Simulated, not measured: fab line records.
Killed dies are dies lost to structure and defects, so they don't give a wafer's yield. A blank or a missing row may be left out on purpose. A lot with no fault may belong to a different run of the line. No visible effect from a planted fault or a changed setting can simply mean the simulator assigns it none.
What tool caused it? :: flow gf180mcu :: Sampling: 14 lots, 39 wafers, 6 of 602 route steps

== WHAT THE GAUGES READ, wafer by wafer ==
GF_HV_LDD_OVL_MEAS_32. Usual: for HV_LDD_02_OVL the level is 0.1 nm and the standard deviation is 1.3.
lot: L595
measured: day 11 13:34
on: overlay-02
HV_LDD_02_OVL (nm): 1.2 1.9 -0.1
flag: 

lot: L596
measured: day 11 23:11
on: overlay-02
HV_LDD_02_OVL (nm): -1.9 -1.0 -0.1
flag: 

lot: L597
measured: day 12 04:30
on: overlay-01
HV_LDD_02_OVL (nm): 0.5 1.1 -1.6
flag: 

lot: L598
measured: day 12 11:01
on: overlay-01
HV_LDD_02_OVL (nm): -0.6 0.4 0.7
flag: 

lot: L599
measured: day 12 17:06
on: overlay-02
HV_LDD_02_OVL (nm): -1.0 1.4 0.0
flag: 

lot: L600
measured: day 13 06:37
on: overlay-01
HV_LDD_02_OVL (nm): -1.1 -1.1 -1.7
flag: 

lot: L601
measured: day 13 08:25
on: overlay-02
HV_LDD_02_OVL (nm): -0.1 -0.6 -1.1
flag: 

lot: L602
measured: day 13 16:13
on: overlay-01
HV_LDD_02_OVL (nm): 0.5 -1.3 -0.7
flag: 

lot: L603
measured: day 13 21:46
on: overlay-02
HV_LDD_02_OVL (nm): 1.9 1.2 -0.4
flag: 

lot: L604
measured: day 14 09:23
on: overlay-02
HV_LDD_02_OVL (nm): 1.7 1.0 0.8
flag: 

lot: L607
measured: day 15 09:55
on: overlay-01
HV_LDD_02_OVL (nm): -1.9 -0.3
flag: 

lot: L610
measured: day 16 09:46
on: overlay-02
HV_LDD_02_OVL (nm): 1.3 1.5
flag: 

lot: L612
measured: day 17 01:16
on: overlay-02
HV_LDD_02_OVL (nm): -0.2 2.0
flag: 

lot: L615
measured: day 18 06:08
on: overlay-01
HV_LDD_02_OVL (nm): 0.9 -0.9 -0.3
flag: 

GF_PSD_CD_MEAS_07: the cd target is 400 nm. Usual: cdNm at 399.3 nm, with a standard deviation of 2.3.
lot: L595
measured: day 14 05:07
on: cdSem-01
cdNm (nm): 401.2 400.8 400.1
flag: 

lot: L596
measured: day 14 15:02
on: cdSem-02
cdNm (nm): 396.3 394.1 393.4
flag: 

lot: L597
measured: day 14 21:14
on: cdSem-02
cdNm (nm): 402.5 403.1 403.2
flag: 

lot: L598
measured: day 15 03:55
on: cdSem-01
cdNm (nm): 400.0 399.2 398.6
flag: 

lot: L599
measured: day 15 10:23
on: cdSem-02
cdNm (nm): 397.7 399.4 397.8
flag: 

lot: L600
measured: day 16 03:49
on: cdSem-02
cdNm (nm): 399.4 399.3 398.4
flag: 

lot: L601
measured: day 16 03:59
on: cdSem-02
cdNm (nm): 398.7 399.7 398.5
flag: 

lot: L602
measured: day 16 13:43
on: cdSem-01
cdNm (nm): 399.5 398.8 400.8
flag: 

lot: L603
measured: day 16 18:35
on: cdSem-01
cdNm (nm): 399.4 399.9 398.4
flag: 

lot: L604
measured: day 17 07:11
on: cdSem-02
cdNm (nm): 399.1 400.5 397.8
flag: 

lot: L607
measured: day 18 10:04
on: cdSem-02
cdNm (nm): 402.5 402.1
flag: 

lot: L610
measured: day 19 12:32
on: cdSem-01
cdNm (nm): 397.6 400.4
flag: 

lot: L612
measured: day 20 03:36
on: cdSem-02
cdNm (nm): 398.9 399.2
flag: 

lot: L615
measured: day 21 11:01
on: cdSem-01
cdNm (nm): 398.5 400.2 401.8
flag: 

GF_PSD_RS_MEAS_14: a four-point-probe measurement. Usual: for NSD_RS the level is 46.18 ohm/sq and the standard deviation is 0.092.
lot: L595
measured: day 14 05:43
on: filmMetro-02
NSD_RS (ohm/sq): 46.18 46.29 46.22
flag: 

lot: L596
measured: day 14 15:38
on: filmMetro-03
NSD_RS (ohm/sq): 46.08 46.21 46.16
flag: 

lot: L597
measured: day 14 21:50
on: filmMetro-03
NSD_RS (ohm/sq): 46.16 46.03 46.09
flag: 

lot: L598
measured: day 15 04:31
on: filmMetro-01
NSD_RS (ohm/sq): 46.13 46.10 46.26
flag: 

lot: L599
measured: day 15 10:59
on: filmMetro-03
NSD_RS (ohm/sq): 46.24 46.22 46.30
flag: 

lot: L600
measured: day 16 04:25
on: filmMetro-03
NSD_RS (ohm/sq): 46.20 46.09 46.14
flag: 

lot: L601
measured: day 16 04:38
on: filmMetro-02
NSD_RS (ohm/sq): 46.03 46.12 46.01
flag: 

lot: L602
measured: day 16 14:19
on: filmMetro-01
NSD_RS (ohm/sq): 46.15 46.25 46.21
flag: 

lot: L603
measured: day 16 19:11
on: filmMetro-02
NSD_RS (ohm/sq): 46.16 46.11 46.19
flag: 

lot: L604
measured: day 17 07:47
on: filmMetro-03
NSD_RS (ohm/sq): 46.17 46.17 46.09
flag: 

lot: L607
measured: day 18 10:40
on: filmMetro-02
NSD_RS (ohm/sq): 42.49 46.14
flag: OFF

lot: L610
measured: day 19 13:08
on: filmMetro-02
NSD_RS (ohm/sq): 46.26 42.49
flag: OFF

lot: L612
measured: day 20 04:12
on: filmMetro-02
NSD_RS (ohm/sq): 46.09 42.37
flag: OFF

lot: L615
measured: day 21 11:37
on: filmMetro-03
NSD_RS (ohm/sq): 46.27 46.14 46.18
flag: 

GF_PSD_RS_MEAS_15: a four-point-probe measurement. Usual: for PSD_RS the level is 108.62 ohm/sq and the standard deviation is 0.28.
lot: L595
measured: day 14 05:50
on: filmMetro-02
PSD_RS (ohm/sq): 108.71 108.74 108.92
flag: 

lot: L596
measured: day 14 15:46
on: filmMetro-03
PSD_RS (ohm/sq): 108.73 109.01 108.70
flag: 

lot: L597
measured: day 14 21:57
on: filmMetro-03
PSD_RS (ohm/sq): 108.73 108.20 108.60
flag: 

lot: L598
measured: day 15 04:38
on: filmMetro-01
PSD_RS (ohm/sq): 108.71 108.19 108.68
flag: 

lot: L599
measured: day 15 11:06
on: filmMetro-03
PSD_RS (ohm/sq): 108.97 108.98 109.08
flag: 

lot: L600
measured: day 16 04:32
on: filmMetro-03
PSD_RS (ohm/sq): 108.22 108.42 108.35
flag: 

lot: L601
measured: day 16 04:45
on: filmMetro-02
PSD_RS (ohm/sq): 108.68 108.10 108.16
flag: 

lot: L602
measured: day 16 14:26
on: filmMetro-01
PSD_RS (ohm/sq): 108.53 108.57 108.44
flag: 

lot: L603
measured: day 16 19:18
on: filmMetro-02
PSD_RS (ohm/sq): 108.25 108.42 108.62
flag: 

lot: L604
measured: day 17 07:54
on: filmMetro-03
PSD_RS (ohm/sq): 108.49 108.53 108.54
flag: 

lot: L607
measured: day 18 10:47
on: filmMetro-02
PSD_RS (ohm/sq): 101.93 108.67
flag: OFF

lot: L610
measured: day 19 13:15
on: filmMetro-02
PSD_RS (ohm/sq): 109.26 102.24
flag: OFF

lot: L612
measured: day 20 04:19
on: filmMetro-02
PSD_RS (ohm/sq): 108.56 101.67
flag: OFF

lot: L615
measured: day 21 11:44
on: filmMetro-03
PSD_RS (ohm/sq): 108.53 108.69 108.69
flag: 

== TOOL THAT RAN EACH LOT (tool first, then ch and the chambers of the sampled wafers, then the start) ==
lot: L595
GF_HV_LDD_RTA_52: rtpAnneal-01 ch 0, day 12 10:06
GF_PSD_RTA_13: rtpAnneal-02 ch 0, day 14 05:38

lot: L596
GF_HV_LDD_RTA_52: rtpAnneal-02 ch 0, day 12 19:23
GF_PSD_RTA_13: rtpAnneal-01 ch 0, day 14 15:32

lot: L597
GF_HV_LDD_RTA_52: rtpAnneal-01 ch 0, day 13 01:25
GF_PSD_RTA_13: rtpAnneal-02 ch 0, day 14 21:45

lot: L598
GF_HV_LDD_RTA_52: rtpAnneal-02 ch 0, day 13 07:55
GF_PSD_RTA_13: rtpAnneal-02 ch 0, day 15 04:26

lot: L599
GF_HV_LDD_RTA_52: rtpAnneal-02 ch 0, day 13 13:57
GF_PSD_RTA_13: rtpAnneal-02 ch 0, day 15 10:53

lot: L600
GF_HV_LDD_RTA_52: rtpAnneal-02 ch 0, day 14 04:50
GF_PSD_RTA_13: rtpAnneal-02 ch 0, day 16 04:19

lot: L601
GF_HV_LDD_RTA_52: rtpAnneal-01 ch 0, day 14 05:24
GF_PSD_RTA_13: rtpAnneal-01 ch 0, day 16 04:32

lot: L602
GF_HV_LDD_RTA_52: rtpAnneal-02 ch 0, day 14 14:10
GF_PSD_RTA_13: rtpAnneal-01 ch 0, day 16 14:13

lot: L603
GF_HV_LDD_RTA_52: rtpAnneal-01 ch 0, day 14 19:37
GF_PSD_RTA_13: rtpAnneal-01 ch 0, day 16 19:05

lot: L604
GF_HV_LDD_RTA_52: rtpAnneal-02 ch 0, day 15 07:19
GF_PSD_RTA_13: rtpAnneal-02 ch 0, day 17 07:42

lot: L607
GF_HV_LDD_RTA_52: rtpAnneal-01 ch 0, day 16 08:52
GF_PSD_RTA_13: rtpAnneal-01 ch 0, day 18 10:34

lot: L610
GF_HV_LDD_RTA_52: rtpAnneal-01 ch 0, day 17 09:28
GF_PSD_RTA_13: rtpAnneal-01 ch 0, day 19 13:03

lot: L612
GF_HV_LDD_RTA_52: rtpAnneal-02 ch 0, day 18 01:37
GF_PSD_RTA_13: rtpAnneal-01 ch 0, day 20 04:07

lot: L615
GF_HV_LDD_RTA_52: rtpAnneal-01 ch 0, day 19 07:29
GF_PSD_RTA_13: rtpAnneal-02 ch 0, day 21 11:32
- GF_HV_LDD_RTA_52: time 10 s.
- GF_PSD_RTA_13: time 20 s.

== AS READ BY THE TOOLS THEMSELVES (means over the sampled wafers that have a number; for cases with no such wafer, the mark the record gives instead) ==
GF_HV_LDD_RTA_52. Usual: lampPowerPct 36.3 %, standard deviation 2.9; wafer_temp_C_max 1004.5, standard deviation 1.8.
lot: L595
tool: rtpAnneal-01
lampPowerPct (%): 33.2
wafer_temp_C_max: 1006.3
flag: 

lot: L596
tool: rtpAnneal-02
lampPowerPct (%): 38.9
wafer_temp_C_max: 1003.1
flag: 

lot: L597
tool: rtpAnneal-01
lampPowerPct (%): 33.2
wafer_temp_C_max: 1006.1
flag: 

lot: L598
tool: rtpAnneal-02
lampPowerPct (%): 39.0
wafer_temp_C_max: 1003.1
flag: 

lot: L599
tool: rtpAnneal-02
lampPowerPct (%): 39.0
wafer_temp_C_max: 1002.9
flag: 

lot: L600
tool: rtpAnneal-02
lampPowerPct (%): 38.9
wafer_temp_C_max: 1002.7
flag: 

lot: L601
tool: rtpAnneal-01
lampPowerPct (%): 33.1
wafer_temp_C_max: 1006.1
flag: 

lot: L602
tool: rtpAnneal-02
lampPowerPct (%): 39.0
wafer_temp_C_max: 1002.8
flag: 

lot: L603
tool: rtpAnneal-01
lampPowerPct (%): 33.2
wafer_temp_C_max: 1005.6
flag: 

lot: L604
tool: rtpAnneal-02
lampPowerPct (%): 38.9
wafer_temp_C_max: 1003.7
flag: 

lot: L607
tool: rtpAnneal-01
lampPowerPct (%): 33.2
wafer_temp_C_max: 1005.9
flag: 

lot: L610
tool: rtpAnneal-01
lampPowerPct (%): 33.2
wafer_temp_C_max: 1005.0
flag: 

lot: L612
tool: rtpAnneal-02
lampPowerPct (%): 39.0
wafer_temp_C_max: 1003.3
flag: 

lot: L615
tool: rtpAnneal-01
lampPowerPct (%): 33.1
wafer_temp_C_max: 1006.0
flag: 

GF_PSD_RTA_13. Usual: lampPowerPct 37 %, standard deviation 3; runLengthS 49.0 s, standard deviation 0.5; wafer_temp_C_max 1029.7, standard deviation 1.8.
lot: L595
tool: rtpAnneal-02
lampPowerPct (%): 40
runLengthS (s): 49.2
wafer_temp_C_max: 1027.7
flag: 

lot: L596
tool: rtpAnneal-01
lampPowerPct (%): 34
runLengthS (s): 48.8
wafer_temp_C_max: 1031.5
flag: 

lot: L597
tool: rtpAnneal-02
lampPowerPct (%): 40
runLengthS (s): 49.1
wafer_temp_C_max: 1028.5
flag: 

lot: L598
tool: rtpAnneal-02
lampPowerPct (%): 40
runLengthS (s): 49.1
wafer_temp_C_max: 1027.3
flag: 

lot: L599
tool: rtpAnneal-02
lampPowerPct (%): 40
runLengthS (s): 49.1
wafer_temp_C_max: 1027.3
flag: 

lot: L600
tool: rtpAnneal-02
lampPowerPct (%): 40
runLengthS (s): 49.1
wafer_temp_C_max: 1028.3
flag: 

lot: L601
tool: rtpAnneal-01
lampPowerPct (%): 34
runLengthS (s): 48.6
wafer_temp_C_max: 1029.8
flag: 

lot: L602
tool: rtpAnneal-01
lampPowerPct (%): 34
runLengthS (s): 48.7
wafer_temp_C_max: 1031.2
flag: 

lot: L603
tool: rtpAnneal-01
lampPowerPct (%): 34
runLengthS (s): 48.5
wafer_temp_C_max: 1030.8
flag: 

lot: L604
tool: rtpAnneal-02
lampPowerPct (%): 40
runLengthS (s): 49.2
wafer_temp_C_max: 1028.4
flag: 

lot: L607
tool: rtpAnneal-01
lampPowerPct (%): 34
runLengthS (s): 58.5
wafer_temp_C_max: 1031.7
flag: OFF

lot: L610
tool: rtpAnneal-01
lampPowerPct (%): 34
runLengthS (s): 58.8
wafer_temp_C_max: 1031.2
flag: OFF

lot: L612
tool: rtpAnneal-01
lampPowerPct (%): 34
runLengthS (s): 58.7
wafer_temp_C_max: 1031.2
flag: OFF

lot: L615
tool: rtpAnneal-02
lampPowerPct (%): 40
runLengthS (s): 49.3
wafer_temp_C_max: 1027.7
flag: 

== THE ANSWER, worked out from the rows above alone ==
Rule: a lot counts as off when the mean over its wafers that have a number is more than 3 standard deviations away from the usual mean. Also off: a lot with no number at a reading for which 4 or more lots have one. Any other lot the step has rows for is counted as sound. After the gauges, taken in route order, come the tools' own readings; for these a lot's mean is taken, as printed above. At the first step where some lot is off, the reading lying furthest off is the one used; lots without a number count as furthest.
Off: L607, L610, L612, at GF_PSD_RS_MEAS_14 (NSD_RS).
If a tool, at a process step before that reading, ran all the lots that are off and no sound lot after the first of them, it fits. Not tried: the gauges at GF_PSD_RS_MEAS_14; whatever is off there is also off at GF_PSD_RTA_13, on other tools, and gauge error can't account for it. One fits: rtpAnneal-01 at GF_PSD_RTA_13. Its last sound lot is L603 (day 16 19:05), its first lot that is off L607 (day 18 10:34): a fault that began between those two fits.
On the lots that are off, the tool's own readings at GF_PSD_RTA_13 differ by more than 5 times the standard deviation of the sound lots' means, which bears it out; runLengthS reads 58.7 s there versus 49.0 s on the sound lots.

== WHAT HAD BEEN PUT IN BY THE SIMULATOR ==
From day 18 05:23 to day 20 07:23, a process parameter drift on rtpAnneal-01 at GF_PSD_RTA_13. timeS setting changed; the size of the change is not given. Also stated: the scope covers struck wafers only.
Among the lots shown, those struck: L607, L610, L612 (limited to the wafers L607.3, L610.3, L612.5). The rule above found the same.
